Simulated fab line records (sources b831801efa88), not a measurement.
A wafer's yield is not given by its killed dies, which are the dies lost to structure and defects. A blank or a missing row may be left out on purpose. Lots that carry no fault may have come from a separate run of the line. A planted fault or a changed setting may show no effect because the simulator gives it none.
fab line records	flow gf180mcu
record lots=15	wafers=45	last-day=34
route steps=602 shown V3@433 M4@459
lots with no fault: from the same line, run without faults
start-h: start of the lot's first displayed wafer, in hours after the record's first day	wait-h: time in hours since the lot's previous step	" identical to the entry in the row above	L1.1+2: several wafers, shown together as one row	- value missing, or start not given	* or withheld: withheld	< > ~ a bound
route shown NAME@n: a module of which the file shows steps, and the number in the route of the first	usual: mean/standard deviation taken from wafers without a fault	same: alike in all rows	chamber/n: place in a boat	sites: each site's reading	_std_site: standard deviation across them	_edge_site: the outer-site mean with the inner-site mean subtracted	radius-mm: how far each site lies from the wafer's centre	mask NAME#n: copy n	behind: the last tool/chamber to shape the wafer	hold: what put the lot on hold/how long, in hours/how the hold closed	device: names the non-switching transistor (n, p or np)	end of line: the tests these same wafers got at the end of their route	for a step that has no rows: nothing shown but its recipe	killed: the dies lost at the first sort to structure and to defects; this is not the yield of the wafer	map: a wafer's dies, marking killed ones x, the rest . and places with no die _
set.NAME: setting as actually run; set.NAME@STEP: the setting as run at that earlier step	model.NAME: the simulator's own value behind a step, which no gauge read
one table for each step of the route and one row for each wafer, over a sample of lots
services: when a tool's chamber went out of use (start-h, in hours from the record's first day, below 0 if earlier), for how many hours, and the reason
## steps
# step GF_V3_CMP_04
# recipe material=SiO2	down-force-psi=4	platen-rpm=60	pad-velocity-m-s=0.94248
# usual motor-current-A=12.4/1.2	slurry-flow-ml-min=150.0/0.49	time-to-endpoint-s=81/4.4
lot.wafer	tool	chamber	start-h	wait-h	motor-current-A	slurry-flow-ml-min	time-to-endpoint-s
L810.2	cmp-01	0	486.26	0.1	11.3	149.1	84
L810.1	"	1	"	"	12.1	151.0	76
L810.6	"	3	"	"	12.7	150.5	81
L812.3	cmp-01	3	501.23	0.1	13.2	149.9	73
L812.2	"	0	"	"	11.1	149.5	76
L812.5	"	3	"	"	12.7	150.1	75
L815.3	cmp-02	0	534.26	0.0	13.7	150.4	79
L815.4	"	1	"	"	12.5	149.8	85
L815.1	"	3	"	"	14.9	150.8	76
L816.3	cmp-02	0	543.25	0.1	13.1	150.5	76
L816.1	"	1	"	"	12.6	150.2	78
L816.2	"	2	"	"	13.7	150.5	77
L817.4	cmp-02	2	554.51	0.0	13.0	150.7	93
L817.1	"	0	"	"	13.1	149.3	82
L817.6	"	3	"	"	14.8	149.8	84
L819.1	cmp-02	2	564.18	0.1	13.3	150.1	81
L819.5	"	2	"	"	13.1	150.2	87
L819.6	"	3	"	"	14.0	150.1	85
L818.2	cmp-01	2	568.70	0.1	11.2	149.2	78
L818.6	"	0	"	"	11.1	149.8	86
L818.5	"	1	"	"	11.1	149.5	80
L820.1	cmp-02	3	586.58	0.1	14.5	150.4	74
L820.5	"	1	"	"	12.5	150.1	81
L820.6	"	2	"	"	13.6	150.2	86
L826.3	cmp-01	1	628.84	0.1	11.0	150.3	83
L826.2	"	2	"	"	11.2	150.3	83
L826.5	"	1	"	"	11.3	149.8	82
L827.2	cmp-01	3	629.34	0.0	13.3	149.7	76
L827.4	"	2	"	"	11.0	148.7	80
L827.5	"	0	"	"	10.8	149.7	80
L828.3	cmp-02	1	638.30	0.0	13.2	150.3	77
L828.2	"	0	"	"	14.3	150.5	75
L828.6	"	1	"	"	12.7	150.0	88
L829.4	cmp-01	3	640.87	0.0	13.3	150.7	83
L829.1	"	0	"	"	10.8	150.2	77
L829.3	"	2	"	"	10.8	149.5	77
L830.4	cmp-02	0	655.24	0.0	13.6	149.5	82
L830.1	"	1	"	"	13.0	149.6	82
L830.5	"	0	"	"	13.6	149.6	83
L831.1	cmp-02	1	656.79	0.1	12.2	150.1	73
L831.4	"	3	"	"	13.7	150.6	77
L831.6	"	1	"	"	12.9	150.2	78
L833.2	cmp-02	2	669.34	0.0	14.1	150.1	77
L833.4	"	0	"	"	13.0	149.7	82
L833.5	"	3	"	"	13.1	149.0	80
# step GF_V3_OVL_MEAS_15
# usual V3_OVL=-2/5.6
lot.wafer	tool	chamber	start-h	wait-h	V3_OVL[nm]
L810.1	overlay-02	-	510.33	0.1	-7
L810.2	"	-	"	"	-2
L810.6	"	-	"	"	-12
L812.2	overlay-02	-	524.89	0.1	-4
L812.3	"	-	"	"	-5
L812.5	"	-	"	"	-3
L815.1	overlay-02	-	556.88	0.1	-1
L815.3	"	-	"	"	2
L815.4	"	-	"	"	1
L816.1	overlay-01	-	565.80	0.1	3
L816.2	"	-	"	"	4
L816.3	"	-	"	"	8
L817.1	overlay-02	-	576.70	0.1	-2
L817.4	"	-	"	"	-2
L817.6	"	-	"	"	5
L819.1	overlay-01	-	586.40	0.1	-5
L819.5	"	-	"	"	-3
L819.6	"	-	"	"	-7
L818.2	overlay-01	-	590.81	0.1	3
L818.5	"	-	"	"	-3
L818.6	"	-	"	"	-1
L820.1	overlay-01	-	607.43	0.1	-1
L820.5	"	-	"	"	0
L820.6	"	-	"	"	3
L826.2	overlay-01	-	648.76	0.1	-6
L826.3	"	-	"	"	-5
L826.5	"	-	"	"	-6
L827.2	overlay-01	-	649.74	0.1	-11
L827.4	"	-	"	"	-6
L827.5	"	-	"	"	-7
L828.2	overlay-01	-	658.41	0.1	-6
L828.3	"	-	"	"	-2
L828.6	"	-	"	"	0
L829.1	overlay-02	-	660.98	0.1	-4
L829.3	"	-	"	"	-6
L829.4	"	-	"	"	-5
L830.1	overlay-01	-	674.90	0.1	9
L830.4	"	-	"	"	5
L830.5	"	-	"	"	9
L831.1	overlay-01	-	676.50	0.1	5
L831.4	"	-	"	"	1
L831.6	"	-	"	"	0
L833.2	overlay-01	-	687.76	0.1	-11
L833.4	"	-	"	"	-2
L833.5	"	-	"	"	-10
# step GF_V3_CMP_26
# recipe stop-on=SiO2	down-force-psi=3.5	platen-rpm=60	t-overpolish-s=15	target-thk-nm=0	pad-velocity-m-s=0.94248
# usual motor-current-A=11.3/1	overpolish-run-s=15.001/0.0099	slurry-flow-ml-min=150.0/0.48	time-to-endpoint-s=86/3.2
lot.wafer	tool	chamber	start-h	wait-h	motor-current-A	overpolish-run-s	slurry-flow-ml-min	time-to-endpoint-s
L810.2	cmp-02	0	511.42	0.0	12.0	15.006	150.9	83
L810.1	"	2	"	"	11.7	15.012	149.9	84
L810.6	"	1	"	"	11.8	15.010	150.2	82
L812.3	cmp-01	3	525.97	0.0	11.7	15.000	149.7	87
L812.2	"	0	"	"	10.3	14.982	150.1	88
L812.5	"	3	"	"	11.3	15.003	149.6	86
L815.4	cmp-02	2	557.97	0.0	11.8	15.007	150.3	84
L815.1	"	3	"	"	13.1	14.991	149.3	83
L815.3	"	1	"	"	11.6	15.021	150.5	86
L816.3	cmp-02	2	566.90	0.0	12.5	15.002	149.4	89
L816.1	"	3	"	"	13.1	14.988	150.3	85
L816.2	"	0	"	"	11.8	15.005	151.3	86
L817.4	cmp-01	1	577.89	0.1	10.8	15.003	149.5	84
L817.1	"	2	"	"	10.2	15.000	148.7	82
L817.6	"	3	"	"	11.2	15.006	149.4	87
L819.1	cmp-01	1	587.64	0.2	10.4	14.990	149.9	84
L819.6	"	2	"	"	10.6	15.003	149.6	89
L819.5	"	3	"	"	11.8	15.022	149.6	84
L818.2	cmp-02	2	591.94	0.1	12.4	15.016	150.9	90
L818.6	"	1	"	"	11.5	14.977	150.3	89
L818.5	"	2	"	"	12.4	14.988	150.5	88
L820.1	cmp-01	1	608.62	0.1	10.5	14.996	150.0	83
L820.5	"	3	"	"	11.8	14.980	149.9	84
L820.6	"	0	"	"	10.1	14.987	149.6	83
L826.2	cmp-01	0	650.07	0.1	10.0	15.003	150.4	89
L826.3	"	2	"	"	10.2	14.995	150.5	90
L826.5	"	3	"	"	11.9	15.008	149.8	88
L827.4	cmp-02	1	650.93	0.0	11.7	14.999	150.5	86
L827.2	"	3	"	"	12.7	14.989	150.0	83
L827.5	"	1	"	"	11.3	14.997	149.8	83
L828.2	cmp-02	2	659.53	0.0	12.1	15.006	150.3	81
L828.3	"	3	"	"	13.7	14.992	150.7	80
L828.6	"	2	"	"	12.9	15.006	150.3	79
L829.3	cmp-01	0	662.10	0.0	9.7	15.014	150.0	92
L829.4	"	1	"	"	10.8	15.028	150.2	87
L829.1	"	2	"	"	10.0	15.017	150.0	87
L830.4	cmp-01	1	676.12	0.1	10.8	15.001	150.9	87
L830.1	"	2	"	"	10.3	15.013	149.8	88
L830.5	"	0	"	"	9.9	15.001	150.5	88
L831.4	cmp-01	2	677.81	0.1	10.3	14.988	149.7	90
L831.1	"	3	"	"	12.2	15.004	149.8	89
L831.6	"	1	"	"	10.9	14.989	149.6	87
L833.4	cmp-01	1	688.84	0.0	10.5	14.996	150.4	91
L833.2	"	2	"	"	10.4	14.996	149.8	88
L833.5	"	1	"	"	11.1	14.998	149.7	89
# step GF_M4_SPUTTER_03
# recipe material=Ti	target-thk-nm=10	substrate-temp-c=300	chamber-pressure-pa=0.3076	power-w=3000	time-s=6.7
# usual cathode-dc-power-W=3000.0/0.5	chamber-pressure-pa=0.3075/0.00057	throttle-valve-pct=30.3/1
lot.wafer	tool	chamber	start-h	wait-h	cathode-dc-power-W	chamber-pressure-pa	throttle-valve-pct
L810.1	pvd-sputter-02	-	511.88	0.0	3000.5	0.3078	31.0
L810.2	"	-	"	"	2999.9	0.3082	31.1
L810.6	"	-	"	"	3000.0	0.3081	30.9
L812.2	pvd-sputter-04	-	526.43	0.0	2999.4	0.3072	29.4
L812.3	"	-	"	"	3000.5	0.3068	28.7
L812.5	"	-	"	"	2999.6	0.3077	30.1
L815.1	pvd-sputter-04	-	558.43	0.0	3000.0	0.3073	31.0
L815.3	"	-	"	"	3000.2	0.3084	30.3
L815.4	"	-	"	"	3000.2	0.3078	29.6
L816.1	pvd-sputter-04	-	567.36	0.0	3000.6	0.3068	30.2
L816.2	"	-	"	"	3000.1	0.3078	29.6
L816.3	"	-	"	"	3000.2	0.3085	30.8
L817.1	pvd-sputter-04	-	578.25	0.0	2999.0	0.3075	30.2
L817.4	"	-	"	"	2999.7	0.3071	30.8
L817.6	"	-	"	"	3000.8	0.3087	28.3
L819.1	pvd-sputter-02	-	587.95	0.0	-	-	-
L819.5	"	-	"	"	-	-	-
L819.6	"	-	"	"	-	-	-
L818.2	pvd-sputter-02	-	592.35	0.0	-	-	-
L818.5	"	-	"	"	-	-	-
L818.6	"	-	"	"	-	-	-
L820.1	pvd-sputter-01	-	608.98	0.0	-	-	-
L820.5	"	-	"	"	-	-	-
L820.6	"	-	"	"	-	-	-
L826.2	pvd-sputter-01	-	650.48	0.0	2999.2	0.3073	31.3
L826.3	"	-	"	"	2999.9	0.3072	29.0
L826.5	"	-	"	"	3000.6	0.3067	31.4
L827.2	pvd-sputter-04	-	651.39	0.0	2998.9	0.3081	29.5
L827.4	"	-	"	"	3000.0	0.3077	31.0
L827.5	"	-	"	"	2999.5	0.3067	29.4
L828.2	pvd-sputter-01	-	659.99	0.0	3000.1	0.3073	29.3
L828.3	"	-	"	"	2999.8	0.3071	31.4
L828.6	"	-	"	"	2999.7	0.3068	28.9
L829.1	pvd-sputter-01	-	662.56	0.0	3000.3	0.3084	31.4
L829.3	"	-	"	"	2999.5	0.3070	28.8
L829.4	"	-	"	"	3000.8	0.3075	29.7
L830.1	pvd-sputter-01	-	676.48	0.0	3000.5	0.3072	31.3
L830.4	"	-	"	"	2999.2	0.3073	31.5
L830.5	"	-	"	"	2999.5	0.3078	29.1
L831.1	pvd-sputter-02	-	678.17	0.0	3000.2	0.3071	31.0
L831.4	"	-	"	"	3000.1	0.3073	31.2
L831.6	"	-	"	"	3000.3	0.3078	30.8
L833.2	pvd-sputter-01	-	689.30	0.0	3000.3	0.3074	29.5
L833.4	"	-	"	"	2999.6	0.3078	29.1
L833.5	"	-	"	"	2999.7	0.3076	31.3
## services
tool	chamber	start-h	hours	kind
cmp-02	-	468.27	1.8	repair
pvd-sputter-02	-	480.82	3.8	repair
cmp-02	-	489.92	1.1	repair
pvd-sputter-02	-	527.22	1.4	repair
cmp-02	-	528.55	3.5	repair
pvd-sputter-01	-	532.44	1.1	repair
cmp-02	-	537.57	0.9	repair
cmp-01	-	540.44	3.9	pm
cmp-01	-	555.30	1.2	repair
cmp-02	-	572.00	4.0	pm
cmp-02	-	576.00	-	consumable-replace:conditioner
cmp-02	-	576.00	-	consumable-replace:pad
## key
first-sign step=GF_M4_SPUTTER_03	reading=tool-record	direction=missing
effect none on later readings
met-at GF_M4_SPUTTER_03
struck-lots L818,L819,L820
later-rows-left-out L818.2,L818.5,L818.6,L819.1,L819.5,L819.6,L820.1,L820.5,L820.6
sort-left-out L818.2,L818.5,L818.6,L819.1,L819.5,L819.6,L820.1,L820.5,L820.6
not-acting-at GF_V3_CMP_04,GF_V3_OVL_MEAS_15,GF_V3_CMP_26
onset-between 511.88 587.95
fault kind=skipped-step-whole	tool=pvd-sputter-01,pvd-sputter-02	chamber=-	onset-h=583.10	steps=GF_M4_SPUTTER_03	scope=struck-lots-only
# sort-left-out: the simulated sort isn't trusted on such a fault, so these wafers' sort isn't shown, and their yield isn't known
# later-rows-left-out: the simulator's readings of these wafers behind a module that went badly wrong aren't trusted and aren't shown, but for the sort
